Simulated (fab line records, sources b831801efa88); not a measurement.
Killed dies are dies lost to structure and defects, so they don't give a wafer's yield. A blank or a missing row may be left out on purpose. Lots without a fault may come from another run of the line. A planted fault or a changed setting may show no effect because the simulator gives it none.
fab line records | flow sky130
record lots=6 wafers=18 last_day=50
route steps=708 shown PAD_OPEN@694
lots that met no fault: from a run of the same line without faults
start_h: hours from the record's first day to the start of the lot's first wafer shown | wait_h: hours since the lot's step before | " the same as in the row above | L1.1+2: a row that stands for several wafers | - no value, or no start given | * or withheld: withheld | < > ~ a bound
route shown NAME@n: a module of which the file shows steps, and the number in the route of the first | usual: mean/standard deviation of fault-free wafers | same: alike in all rows | chamber/n: place in a boat | sites: the reading at each site | _std_site: their standard deviation | _edge_site: outer sites' mean less inner sites' | radius_mm: how far each site lies from the wafer's centre | mask NAME#n: copy n | behind: the tool/chamber that last shaped the wafer | hold: why the lot was held/for how many hours/how that ended | device: the transistor (n, p or np) that didn't switch | end of line: the same wafers' tests at the end of the route | a step without rows: its recipe alone | killed: dies lost to structure and defects at the first sort, not the wafer's yield | map: a wafer's dies, x killed, . not, _ none there
set.NAME: the setting as run; set.NAME@STEP: as run at that earlier step | model.NAME: the simulator's own value behind a step, which no gauge read
lots at some steps of the route; a table a step, a row a wafer
services: from which hour (start_h, from the record's first day; less than 0 if before it) a tool's chamber was out of use, for how many hours, and why
## steps
# step SKY_PAD_OPEN_DEHYDRATE_00
# recipe temp_c=200 time_s=61.49
# usual dehydrate_temp_c=200.00/0.16 plate_sensor_t_centre_C=201.07/0.01 plate_sensor_t_edge_C=201.55/0.011 resist_line_temp_C=22.99/0.11
# columns lot.wafer tool chamber start_h wait_h dehydrate_temp_c plate_sensor_t_centre_C plate_sensor_t_edge_C resist_line_temp_C
L493.1 litho_track-01 0 1074.42 9.7 199.86 201.07 201.54 23.16
L493.2 " 0 " " 199.72 201.08 201.57 23.01
L493.4 " 0 " " 199.79 201.06 201.55 23.01
L496.1 litho_track-01 0 1093.97 9.7 200.19 201.07 201.55 23.06
L496.3 " 0 " " 199.88 201.07 201.56 22.93
L496.5 " 0 " " 200.01 201.08 201.55 22.96
L499.2 litho_track-02 0 1115.31 9.4 199.95 201.07 201.56 22.75
L499.4 " 0 " " 199.75 201.05 201.55 22.78
L499.6 " 0 " " 199.83 201.07 201.56 22.99
L503.3 litho_track-04 0 1133.03 9.3 199.79 201.06 201.55 23.03
L503.4 " 0 " " 199.84 201.04 201.55 22.86
L503.6 " 0 " " 199.78 201.06 201.56 23.03
L509.1 litho_track-04 0 1163.18 7.4 200.14 201.08 201.56 22.81
L509.3 " 0 " " 199.97 201.06 201.56 23.04
L509.5 " 0 " " 200.12 201.08 201.57 22.93
L513.1 litho_track-04 0 1184.13 7.0 200.23 201.06 201.56 23.06
L513.5 " 0 " " 200.27 201.05 201.55 23.12
L513.6 " 0 " " 200.13 201.07 201.55 23.00
# step SKY_PAD_OPEN_HMDS_01
# recipe prime_time_s=60 prime_temp_c=120
# step SKY_PAD_OPEN_COAT_02
# recipe spin_rpm=2000 resist_thk_nm=3000
# step SKY_PAD_OPEN_SOFTBAKE_03
# recipe temp_c=110 time_s=withheld
# step SKY_PAD_OPEN_EXPOSE_04
# recipe mask_id=PDM target_cd_nm=60000 na=0.57 dose_mj=260
# step SKY_PAD_OPEN_PEB_05
# recipe temp_c=115 time_s=withheld
# step SKY_PAD_OPEN_DEVELOP_06
# recipe develop_time_s=60 dev_temp_c=23
# step SKY_PAD_OPEN_ETCH_07
# recipe chemistry=CF4/O2 target_depth_nm=725 stop_on=AlCu source_w=800 bias_w=150 pressure_mtorr=150 cf4_flow_sccm=80 O2_flow_sccm=10 time_s=161.1
# usual drypump_motor_current_A=5.6/0.48 oes_product_au=0.977/0.0066 throttle_valve_pct=5.964/0.0099
# columns lot.wafer tool chamber start_h wait_h drypump_motor_current_A oes_product_au rf_hours_counter_h throttle_valve_pct
L493.1 rie_diel-01 3 1085.38 - 5.6 0.979 14 5.968
L493.2 " 2 " " 5.7 0.974 12 5.981
L493.4 " 1 " " 6.0 0.981 22 5.959
L496.1 rie_diel-04 1 1104.52 - 5.5 0.983 22 5.981
L496.3 " 0 " " 6.1 0.979 25 5.969
L496.5 " 3 " " 6.1 0.991 - 5.961
L499.2 rie_diel-04 0 1125.32 - 6.1 0.965 26 5.954
L499.4 " 1 " " 5.5 0.984 23 5.971
L499.6 " 0 " " 6.1 0.973 - 5.976
L503.3 rie_diel-01 0 1142.52 - 5.6 0.960 21 5.972
L503.4 " 2 " " 5.7 0.981 15 5.965
L503.6 " 2 " " 5.7 0.985 - 5.970
L509.1 rie_diel-03 1 1172.73 - 5.4 0.969 21 5.973
L509.3 " 2 " " 4.7 0.973 29 5.964
L509.5 " 3 " " 5.4 0.994 - 5.969
L513.1 rie_diel-04 0 1192.43 - 6.1 0.968 28 5.968
L513.5 " 1 " " 5.5 0.976 - 5.971
L513.6 " 2 " " 5.0 0.985 - 5.964
# step SKY_PAD_OPEN_STRIP_08
# recipe chemistry=O2/N2 power_w=1400 pressure_mtorr=1500 platen_temp_c=withheld overash_fraction=0.7 o2_flow_sccm=3000 n2_flow_sccm=300
# usual drypump_motor_current_A=5.7/0.4 o2_flow_sccm=2997/8.5 oes_product_au=0.662/0.0046
# columns lot.wafer tool chamber start_h wait_h drypump_motor_current_A o2_flow_sccm oes_product_au rf_hours_counter_h
L493.1 plasma_asher-04 1 1085.49 0.1 5.8 2983 0.659 71
L493.2 " 0 " " 5.4 2993 0.663 71
L493.4 " 0 " " 5.4 2979 0.656 -
L496.1 plasma_asher-04 0 1104.62 0.1 5.4 2996 0.665 73
L496.3 " 0 " " 5.4 3000 0.661 -
L496.5 " 1 " " 5.7 3001 0.665 -
L499.2 plasma_asher-04 1 1125.42 0.1 5.7 3006 0.657 75
L499.4 " 0 " " 5.4 2989 0.658 -
L499.6 " 0 " " 5.4 3000 0.654 -
L503.3 plasma_asher-02 1 1142.66 0.1 5.8 2985 0.662 -
L503.4 " 0 " " 6.4 3004 0.650 -
L503.6 " 0 " " 6.4 2998 0.660 -
L509.1 plasma_asher-01 0 1172.84 0.1 5.1 3005 0.659 107
L509.3 " 1 " " 5.6 3007 0.670 -
L509.5 " 1 " " 5.6 2990 0.659 -
L513.1 plasma_asher-01 0 1192.54 0.1 5.0 3004 0.662 109
L513.5 " 1 " " 5.6 3007 0.668 -
L513.6 " 0 " " 5.1 2993 0.659 -
# step SKY_PAD_OPEN_STRIP_09
# recipe chemistry=post_etch_residue_remover time_s=1200 temp_c=72.5
# step SKY_PAD_OPEN_CLEAN_10
# recipe chemistry=IPA time_s=180 temp_c=25
# step SKY_PAD_OPEN_CLEAN_11
# recipe chemistry=O3/DIW dry=n2_spin
# step SKY_PAD_OPEN_ANNEAL_12
# recipe temp_c=400 time_s=withheld ambient=N2/H2 idle_temp_c=300 ramp_up_c_per_min=8 ramp_down_c_per_min=4
# usual spike_tc_bottom_C=429/3 spike_tc_centre_C=401.4/1.4 spike_tc_lower_C=400.8/1 spike_tc_top_C=428.5/1.3 spike_tc_upper_C=400.2/1.2 tube_center_temp_C=400/0.036 tube_center_temp_C_max=401.05/0.17
# columns lot.wafer tool chamber start_h wait_h spike_tc_bottom_C spike_tc_centre_C spike_tc_lower_C spike_tc_top_C spike_tc_upper_C tube_center_temp_C tube_center_temp_C_max
L493.1 furnace-02 0 1086.08 0.0 432 400.8 401.1 429.5 396.9 400.03 400.91
L493.2 " 0 " " 432 399.1 400.2 431.8 400.5 400.01 401.02
L493.4 " 0 " " 432 399.9 402.9 428.0 398.6 399.93 400.90
L496.1 furnace-01 0 1105.35 0.0 425 401.9 400.4 427.9 400.2 400.01 401.41
L496.3 " 0 " " 427 401.3 399.2 427.3 400.4 400.03 401.06
L496.5 " 0 " " 426 402.5 399.8 429.7 400.9 400.05 401.42
L499.2 furnace-02 0 1126.07 0.0 453 420.8 422.0 450.7 421.3 421.51 422.59
L499.4 " 0 " " 453 421.5 423.2 449.5 420.8 421.53 422.71
L499.6 " 0 " " 453 421.9 422.8 450.4 420.8 421.58 422.69
L503.3 furnace-02 0 1143.35 0.0 453 422.9 423.8 449.7 420.8 421.56 422.53
L503.4 " 0 " " 454 424.9 424.0 449.9 421.5 421.55 422.37
L503.6 " 0 " " 454 422.9 421.4 449.4 421.5 421.56 422.63
L509.1 furnace-01 0 1173.51 0.0 426 400.7 399.2 430.4 401.7 399.98 400.84
L509.3 " 0 " " 428 402.9 399.6 429.1 401.7 399.99 401.08
L509.5 " 0 " " 426 403.0 399.7 426.2 400.7 400.05 401.11
L513.1 furnace-01 0 1193.16 0.0 426 401.8 401.3 429.2 401.6 400.03 401.18
L513.5 " 0 " " 426 402.1 402.0 427.9 400.5 400.02 401.08
L513.6 " 0 " " 426 402.2 399.9 429.7 402.7 400.08 400.94
# step SKY_PAD_OPEN_BOW_MEAS_13
# recipe mode=bow
# usual PAD_OPEN_BOW=48/8.6
# columns lot.wafer tool chamber start_h wait_h PAD_OPEN_BOW[um]
L493.1 film_metro-02 - 1087.58 - 52
L493.2 " - " " 57
L493.4 " - " " 48
L496.1 film_metro-03 - 1106.85 - 36
L496.3 " - " " 36
L496.5 " - " " 47
L499.2 film_metro-03 - 1127.59 - 38
L499.4 " - " " 42
L499.6 " - " " 43
L503.3 film_metro-03 - 1144.89 - 40
L503.4 " - " " 44
L503.6 " - " " 43
L509.1 film_metro-02 - 1175.01 - 43
L509.3 " - " " 53
L509.5 " - " " 60
L513.1 film_metro-02 - 1194.66 - 34
L513.5 " - " " 35
L513.6 " - " " 44
# step SKY_PAD_OPEN_PROBE_99
# usual defect_limited_yield=82.4/1.8 killed_at_M0_to_M3=44/7 killed_at_M4_up=3.0/1.8 killed_at_contacts=24/4.9 killed_at_front_end=15/5 killed_at_other=0.2/0.53 killed_dies=87/8.7 killed_open=48/6.8 killed_short=39/5.7 sort_bin_3_pad_short=0.9/0.42 sort_bin_5_function=10.4/1.5 sort_bin_6_memory=6.3/1.1 sort_n_pass=405/8.7 sort_yield_pct=82.4/1.8
# same gross_dies=492 killed_at_back_side=0 sort_bin_4_leakage[%]=0 sort_bin_8_speed[%]=0
# columns lot.wafer tool chamber start_h wait_h defect_limited_yield[%] killed_at_M0_to_M3 killed_at_M4_up killed_at_contacts killed_at_front_end killed_at_other killed_dies killed_open killed_short sort_bin_3_pad_short[%] sort_bin_5_function[%] sort_bin_6_memory[%] sort_n_pass sort_yield_pct[%]
L493.1 prober-01 - 1087.70 0.1 80.7 44 5 31 15 0 95 55 40 0.8 12.0 6.5 397 80.7
L493.2 prober-01 - 1087.75 0.1 83.1 46 5 24 8 0 83 54 29 0.2 10.2 6.5 409 83.1
L493.4 prober-01 - 1087.85 0.2 84.1 40 0 27 11 0 78 45 33 1.2 8.5 6.1 414 84.1
L496.1 prober-02 - 1106.97 0.1 81.7 42 0 29 19 0 90 49 41 0.4 12.4 5.5 402 81.7
L496.3 prober-02 - 1107.07 0.2 81.9 36 3 28 21 1 89 49 40 0.6 10.8 6.7 403 81.9
L496.5 prober-02 - 1107.17 0.2 80.5 46 6 27 17 0 96 48 48 1.2 12.0 6.3 396 80.5
L499.2 prober-01 - 1127.74 0.1 82.5 27 2 36 21 0 86 55 31 1.0 12.0 4.5 406 82.5
L499.4 prober-01 - 1127.84 0.2 82.9 44 1 25 14 0 84 43 41 0.4 10.4 6.3 408 82.9
L499.6 prober-01 - 1127.94 0.2 83.7 39 2 26 13 0 80 40 40 0.8 9.1 6.3 412 83.7
L503.3 prober-02 - 1145.07 0.2 86.2 36 3 19 8 2 68 40 28 0.6 8.3 4.9 424 86.2
L503.4 prober-02 - 1145.12 0.2 84.3 35 3 29 9 1 77 33 44 0.8 9.8 5.1 415 84.3
L503.6 prober-02 - 1145.22 0.2 81.1 48 5 26 14 0 93 57 36 0.8 13.2 4.9 399 81.1
L509.1 prober-01 - 1175.13 0.1 81.1 46 1 16 29 1 93 56 37 1.0 9.3 8.5 399 81.1
L509.3 prober-01 - 1175.23 0.2 82.5 39 2 29 16 0 86 47 39 0.2 11.4 5.9 406 82.5
L509.5 prober-01 - 1175.33 0.2 82.5 50 2 18 16 0 86 53 33 1.8 8.1 7.5 406 82.5
L513.1 prober-01 - 1194.78 0.1 78.7 53 3 31 18 0 105 63 42 0.8 13.8 6.7 387 78.7
L513.5 prober-01 - 1194.98 0.2 80.5 55 5 25 10 1 96 57 39 1.4 11.6 6.5 396 80.5
L513.6 prober-01 - 1195.03 0.2 81.3 47 4 24 17 0 92 51 41 0.8 12.4 5.5 400 81.3
# killed by level:class
L493.1 VIA1:geometric_particle:open=18 LI_CONTACT:geometric_particle:open=12 CONTACT:geometric_particle:open=6 LOCAL_INTERCONNECT:geometric_particle:short=5 VIA1:geometric_particle:short=5 POLY_GATE:geometric_particle:short=4 LI_CONTACT:geometric_particle:short=4 METAL1:geometric_particle:short=4
L493.2 CONTACT:geometric_particle:open=11 VIA1:geometric_particle:open=10 VIA2:geometric_particle:open=9 VIA3:geometric_particle:open=8 LI_CONTACT:geometric_particle:open=5 FIELD_ISO:geometric_particle:open=4 VIA3:geometric_particle:short=4 POLY_GATE:geometric_particle:open=3
L493.4 LI_CONTACT:geometric_particle:open=10 VIA1:geometric_particle:open=8 CONTACT:geometric_particle:open=7 LOCAL_INTERCONNECT:geometric_particle:short=5 METAL1:geometric_particle:short=5 METAL2:geometric_particle:short=5 VIA2:geometric_particle:open=5 POLY_GATE:geometric_particle:open=4
L496.1 VIA1:geometric_particle:open=14 LI_CONTACT:geometric_particle:open=10 LOCAL_INTERCONNECT:geometric_particle:short=8 CONTACT:geometric_particle:open=7 POLY_GATE:geometric_particle:short=6 VIA2:geometric_particle:open=6 FIELD_ISO:geometric_particle:short=5 VIA3:geometric_particle:open=5
L496.3 VIA1:geometric_particle:open=11 CONTACT:geometric_particle:open=11 VIA2:geometric_particle:open=5 FIELD_ISO:geometric_particle:short=5 POLY_GATE:geometric_particle:short=5 LI_CONTACT:geometric_particle:open=5 LOCAL_INTERCONNECT:geometric_particle:short=5 FIELD_ISO:geometric_particle:open=4
L496.5 VIA1:geometric_particle:open=19 VIA1:geometric_particle:short=9 LI_CONTACT:geometric_particle:open=9 LOCAL_INTERCONNECT:geometric_particle:short=7 METAL4:geometric_particle:short=6 CONTACT:geometric_particle:open=6 FIELD_ISO:geometric_particle:short=5 CONTACT:geometric_particle:short=5
L499.2 CONTACT:geometric_particle:open=16 LI_CONTACT:geometric_particle:open=9 VIA1:geometric_particle:open=7 FIELD_ISO:geometric_particle:short=6 VIA2:geometric_particle:open=6 FIELD_ISO:geometric_particle:open=5 LOCAL_INTERCONNECT:geometric_particle:short=5 POLY_GATE:geometric_particle:open=4
L499.4 VIA1:geometric_particle:open=9 LI_CONTACT:geometric_particle:open=7 CONTACT:geometric_particle:open=7 VIA3:geometric_particle:open=6 VIA2:geometric_particle:open=6 CONTACT:geometric_particle:short=5 LOCAL_INTERCONNECT:geometric_particle:short=5 METAL1:geometric_particle:short=5
L499.6 LI_CONTACT:geometric_particle:open=10 VIA1:geometric_particle:open=7 CONTACT:geometric_particle:short=7 VIA3:geometric_particle:open=7 CONTACT:geometric_particle:open=6 POLY_GATE:geometric_particle:short=5 METAL1:geometric_particle:short=5 VIA2:geometric_particle:open=5
L503.3 CONTACT:geometric_particle:open=8 VIA2:geometric_particle:open=7 LI_CONTACT:geometric_particle:open=6 METAL1:geometric_particle:short=5 METAL2:geometric_particle:open=5 VIA1:geometric_particle:open=4 FIELD_ISO:geometric_particle:open=4 METAL2:geometric_particle:short=4
L503.4 CONTACT:geometric_particle:open=9 CONTACT:geometric_particle:short=8 VIA1:geometric_particle:open=6 METAL1:geometric_particle:short=5 LI_CONTACT:geometric_particle:open=5 METAL2:geometric_particle:short=5 VIA3:geometric_particle:short=5 LOCAL_INTERCONNECT:geometric_particle:short=4
L503.6 VIA1:geometric_particle:open=15 CONTACT:geometric_particle:open=12 VIA1:geometric_particle:short=9 VIA2:geometric_particle:open=8 LI_CONTACT:geometric_particle:open=7 FIELD_ISO:geometric_particle:open=5 METAL1:geometric_particle:short=5 CONTACT:geometric_particle:short=4
L509.1 VIA1:geometric_particle:open=11 VIA2:geometric_particle:open=9 CONTACT:geometric_particle:open=9 FIELD_ISO:geometric_particle:open=8 POLY_GATE:geometric_particle:open=8 POLY_GATE:geometric_particle:short=6 METAL2:geometric_particle:short=6 METAL1:geometric_particle:short=5
L509.3 LI_CONTACT:geometric_particle:open=12 VIA1:geometric_particle:open=9 VIA3:geometric_particle:open=7 CONTACT:geometric_particle:open=6 FIELD_ISO:geometric_particle:open=5 LOCAL_INTERCONNECT:geometric_particle:short=5 VIA1:geometric_particle:short=5 FIELD_ISO:geometric_particle:short=4
L509.5 VIA1:geometric_particle:open=17 LI_CONTACT:geometric_particle:open=8 VIA2:geometric_particle:open=8 VIA3:geometric_particle:open=5 FIELD_ISO:geometric_particle:open=4 POLY_GATE:geometric_particle:short=4 CONTACT:geometric_particle:short=4 VIA1:geometric_particle:short=4
L513.1 CONTACT:geometric_particle:open=13 VIA1:geometric_particle:open=10 VIA3:geometric_particle:open=10 LI_CONTACT:geometric_particle:open=8 VIA2:geometric_particle:open=8 POLY_GATE:geometric_particle:short=6 VIA1:geometric_particle:short=6 LOCAL_INTERCONNECT:geometric_particle:short=5
L513.5 VIA2:geometric_particle:open=11 VIA1:geometric_particle:open=10 CONTACT:geometric_particle:open=9 METAL1:geometric_particle:short=8 LI_CONTACT:geometric_particle:open=6 VIA1:geometric_particle:short=6 CONTACT:geometric_particle:short=5 VIA3:geometric_particle:open=4
L513.6 VIA1:geometric_particle:open=10 VIA3:geometric_particle:open=8 LI_CONTACT:geometric_particle:open=7 VIA1:geometric_particle:short=7 CONTACT:geometric_particle:short=6 CONTACT:geometric_particle:open=6 VIA2:geometric_particle:open=6 POLY_GATE:geometric_particle:open=4
## services
# columns tool chamber start_h hours kind
rie_diel-03 3 1051.30 8.4 repair
rie_diel-01 0 1054.46 6.7 repair
plasma_asher-02 - 1055.25 9.0 pm
plasma_asher-02 0 1055.25 9.0 vent_cycle
plasma_asher-02 1 1055.25 9.0 vent_cycle
plasma_asher-02 0 1064.25 - clean
plasma_asher-02 1 1064.25 - clean
rie_diel-03 0 1076.78 1.5 repair
rie_diel-01 2 1077.98 5.3 repair
furnace-01 - 1088.49 4.2 pm
furnace-02 - 1104.06 1.1 repair
plasma_asher-04 - 1119.63 2.8 pm
rie_diel-03 3 1130.46 4.8 repair
furnace-01 - 1131.09 3.4 pm
furnace-02 - 1134.50 3.9 pm
plasma_asher-04 - 1140.69 4.0 pm
rie_diel-01 2 1149.16 3.6 repair
plasma_asher-04 - 1166.47 0.7 repair
furnace-02 - 1174.23 3.8 pm
rie_diel-04 3 1174.96 7.3 repair
rie_diel-04 - 1177.40 2.8 pm
## key
first_sign step=SKY_PAD_OPEN_ANNEAL_12 reading=tube_center_temp_C direction=up sigmas=99+ usual=* struck=*
effect step=SKY_PAD_OPEN_ANNEAL_12 reading=tube_center_temp_C_max direction=up sigmas=99+ usual=* struck=*
met_at SKY_PAD_OPEN_ANNEAL_12
struck_wafers L499.2,L499.4,L499.6,L503.3,L503.4,L503.6
onset_between 1086.08 1126.07
fault kind=process_parameter_drift tool=furnace-02 chamber=- onset_h=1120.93 steps=SKY_PAD_OPEN_ANNEAL_12 channel=temp_c offset=* shape=step end_h=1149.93 acts_in=* stated=*
